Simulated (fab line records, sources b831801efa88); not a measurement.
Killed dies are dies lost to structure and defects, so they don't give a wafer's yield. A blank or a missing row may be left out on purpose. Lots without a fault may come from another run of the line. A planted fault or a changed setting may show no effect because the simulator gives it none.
Split-lot experiment | flow gf180mcu | 5 lots, 23 wafers read, on a route of 602 steps

THE SPLIT
At GF_HV_LDD_CVD_54 (deposits SiO2 from TEOS, target thk 10 nm, time 75 s), the setting target_thk_nm was moved away from the recipe's 10 nm on 15 of the 23 wafers read, by -5.3% to +6.3%. The other wafers ran this setting at the recipe's value.

The file shows no step between the split and the reading.

THE READING
HV_LDD_CVD_54_THK, in nm, at GF_HV_LDD_THK_MEAS_55. Fault-free wafers of this fab line usually give 10.02 nm, standard deviation 0.11 nm.

wafer  | tool, chamber at the split | target_thk_nm as run, nm | against the recipe | HV_LDD_CVD_54_THK, nm | against lot-mates on the recipe
L079.2 | -, -                       | 9.467                    | -5.3%              | 9.53                  | no lot-mate on the recipe
L079.3 | -, -                       | 9.467                    | -5.3%              | 9.57                  | no lot-mate on the recipe
L079.4 | -, -                       | 9.467                    | -5.3%              | 9.58                  | no lot-mate on the recipe
L079.5 | -, -                       | 9.467                    | -5.3%              | 9.51                  | no lot-mate on the recipe
L079.6 | -, -                       | 9.467                    | -5.3%              | 9.61                  | no lot-mate on the recipe
L080.2 | lpcvd-01, 0                | 10                       | recipe             | 10.04                 | -
L080.5 | lpcvd-01, 0                | 10                       | recipe             | 10.11                 | -
L080.6 | lpcvd-01, 0                | 10                       | recipe             | 10.20                 | -
L081.1 | -, -                       | 10.63                    | +6.3%              | 10.65                 | no lot-mate on the recipe
L081.2 | -, -                       | 10.63                    | +6.3%              | 10.88                 | no lot-mate on the recipe
L081.3 | -, -                       | 10.63                    | +6.3%              | 10.77                 | no lot-mate on the recipe
L081.4 | -, -                       | 10.63                    | +6.3%              | 10.71                 | no lot-mate on the recipe
L081.5 | -, -                       | 10.63                    | +6.3%              | 10.62                 | no lot-mate on the recipe
L082.1 | -, -                       | 10.53                    | +5.3%              | 10.48                 | no lot-mate on the recipe
L082.2 | -, -                       | 10.53                    | +5.3%              | 10.48                 | no lot-mate on the recipe
L082.3 | -, -                       | 10.53                    | +5.3%              | 10.53                 | no lot-mate on the recipe
L082.5 | -, -                       | 10.53                    | +5.3%              | 10.42                 | no lot-mate on the recipe
L082.6 | -, -                       | 10.53                    | +5.3%              | 10.44                 | no lot-mate on the recipe
L084.1 | -, -                       | 10                       | recipe             | 10.22                 | -
L084.2 | -, -                       | 10                       | recipe             | 10.22                 | -
L084.4 | -, -                       | 10                       | recipe             | 10.13                 | -
L084.5 | -, -                       | 10                       | recipe             | 9.96                  | -
L084.6 | -, -                       | 10                       | recipe             | 9.94                  | -

THE FIT
A straight line over all 23 wafers: HV_LDD_CVD_54_THK changes by +0.0931 nm for each +1% of target_thk_nm; r = +0.97; the points scatter about the line by 0.1 nm.
Too few moved wafers have a lot-mate on the recipe to fit a line with each lot's own level taken away.

THE WHOLE CHAIN: every reading that the file lists as answering this split, in the file's order
step                  | what it does                                         | reading                                                                       | change (the file's fit)                | r (the file's)
GF_HV_LDD_CVD_54      | deposits SiO2 from TEOS, target thk 10 nm, time 75 s | SiO2_of_HV_LDD_CVD_54.thk_nm (the simulator's own value, which no gauge read) | +0.0941 nm for each +1% of the setting | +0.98
GF_HV_LDD_THK_MEAS_55 |                                                      | HV_LDD_CVD_54_THK                                                             | +0.093 for each +1% of the setting     | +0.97

THE FILE'S OWN FIT
HV_LDD_CVD_54_THK changes by +0.093 nm for each +1% of target_thk_nm, r = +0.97.
